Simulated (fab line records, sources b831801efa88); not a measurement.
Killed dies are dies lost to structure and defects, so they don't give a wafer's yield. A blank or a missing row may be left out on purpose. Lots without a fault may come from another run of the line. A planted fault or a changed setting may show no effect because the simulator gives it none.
Which tool did it? | flow sky130 | 13 lots, 39 wafers sampled, at 3 steps of a route of 708

WHAT THE GAUGES READ, wafer by wafer
SKY_METAL5_THK_MEAS_06: measures by xrf.
lot  | measured     | on            | METAL5_ALCU_THK (nm)
L291 | day 43 05:22 | film_metro-01 | 1154 1140 1115
L292 | day 43 11:58 | film_metro-03 | 1124 1124 1141
L293 | day 43 20:09 | film_metro-01 | 1137 1142 1160
L294 | day 44 10:00 | film_metro-04 | 1156 1162 1135
L295 | day 44 13:51 | film_metro-03 | 1139 1136 1141
L297 | day 45 08:53 | film_metro-03 | 1149 1153 1132
L298 | day 45 15:43 | film_metro-03 | 1117 1136 1131
L299 | day 45 17:50 | film_metro-04 | 1137 1140 1132
L300 | day 45 23:52 | film_metro-03 | 1152 1139 1144
L301 | day 46 06:02 | film_metro-01 | 1127 1124 1128
L309 | day 48 02:14 | film_metro-01 | 1133 1140 1147
L312 | day 48 14:02 | film_metro-03 | 1144 1137 1148
L313 | day 48 21:45 | film_metro-01 | 1130 1132 1118

WHICH TOOL RAN EACH LOT (tool, then ch and the chambers of the sampled wafers, then the start)
lot  | SKY_METAL1_SPUTTER_01        | SKY_VIA4_SPUTTER_17
L291 | pvd_sputter-01, day 31 19:26 | pvd_sputter-02, day 43 04:23
L292 | pvd_sputter-01, day 32 07:07 | pvd_sputter-03, day 43 10:59
L293 | pvd_sputter-01, day 32 17:08 | pvd_sputter-03, day 43 19:05
L294 | pvd_sputter-01, day 33 09:21 | pvd_sputter-02, day 44 09:01
L295 | pvd_sputter-02, day 33 11:17 | pvd_sputter-03, day 44 12:52
L297 | pvd_sputter-01, day 34 11:00 | pvd_sputter-02, day 45 07:49
L298 | pvd_sputter-02, day 34 23:26 | pvd_sputter-02, day 45 14:43
L299 | pvd_sputter-01, day 35 00:20 | pvd_sputter-03, day 45 16:51
L300 | pvd_sputter-04, day 35 08:10 | pvd_sputter-02, day 45 22:43
L301 | pvd_sputter-02, day 35 15:57 | pvd_sputter-02, day 46 05:03
L309 | pvd_sputter-01, day 37 21:05 | pvd_sputter-03, day 48 01:13
L312 | pvd_sputter-04, day 38 17:38 | pvd_sputter-01, day 48 12:51
L313 | pvd_sputter-04, day 38 23:33 | pvd_sputter-03, day 48 20:46
- SKY_METAL1_SPUTTER_01: material TiN, target thk 20 nm, time 16.7 s.
- SKY_VIA4_SPUTTER_17: material TiN, target thk 20 nm, time 80 s.

WHAT THE TOOLS THEMSELVES READ (means of the sampled wafers that have a number; where no wafer has one, the mark that the record gives instead)
SKY_METAL1_SPUTTER_01.
lot  | tool           | throttle_valve_pct (%)
L291 | pvd_sputter-01 | 30.4
L292 | pvd_sputter-01 | 30.2
L293 | pvd_sputter-01 | 31.2
L294 | pvd_sputter-01 | 30.6
L295 | pvd_sputter-02 | 29.9
L297 | pvd_sputter-01 | 30.7
L298 | pvd_sputter-02 | 30.0
L299 | pvd_sputter-01 | 30.5
L300 | pvd_sputter-04 | 29.7
L301 | pvd_sputter-02 | 30.1
L309 | pvd_sputter-01 | 30.5
L312 | pvd_sputter-04 | 29.5
L313 | pvd_sputter-04 | 29.6

SKY_VIA4_SPUTTER_17.
lot  | tool           | throttle_valve_pct (%)
L291 | pvd_sputter-02 | 30.7
L292 | pvd_sputter-03 | 30.6
L293 | pvd_sputter-03 | 30.1
L294 | pvd_sputter-02 | 30.2
L295 | pvd_sputter-03 | 29.8
L297 | pvd_sputter-02 | 31.0
L298 | pvd_sputter-02 | 30.7
L299 | pvd_sputter-03 | 30.4
L300 | pvd_sputter-02 | 31.4
L301 | pvd_sputter-02 | 30.3
L309 | pvd_sputter-03 | 30.4
L312 | pvd_sputter-01 | 30.2
L313 | pvd_sputter-03 | 30.7

THE ANSWER, worked out from the rows above alone
Rule: what is usual is taken from the lots themselves. Put in order of their means at a reading, lots are off if they are a third of the lots or fewer, leave a main group of 4 or more, and stand apart from it by a gap of 3 or more times the standard deviation of the main group's means; of several such gaps the widest counts. A main group whose means are all the same, to the digits that the tables above print for the reading, isn't used. A lot without any number at a reading at which 4 lots or more have one is off too. The other lots that the step has rows for count as sound. The gauges are gone through in route order, then the tools' own readings, and for those a lot's mean is taken as printed above. The first step at which some lot is off is used, and at that step the reading that is off furthest; a lot without a number counts as furthest.
No lot is off at any reading shown: from this, nothing can be told.

WHAT THE SIMULATOR HAD PUT IN
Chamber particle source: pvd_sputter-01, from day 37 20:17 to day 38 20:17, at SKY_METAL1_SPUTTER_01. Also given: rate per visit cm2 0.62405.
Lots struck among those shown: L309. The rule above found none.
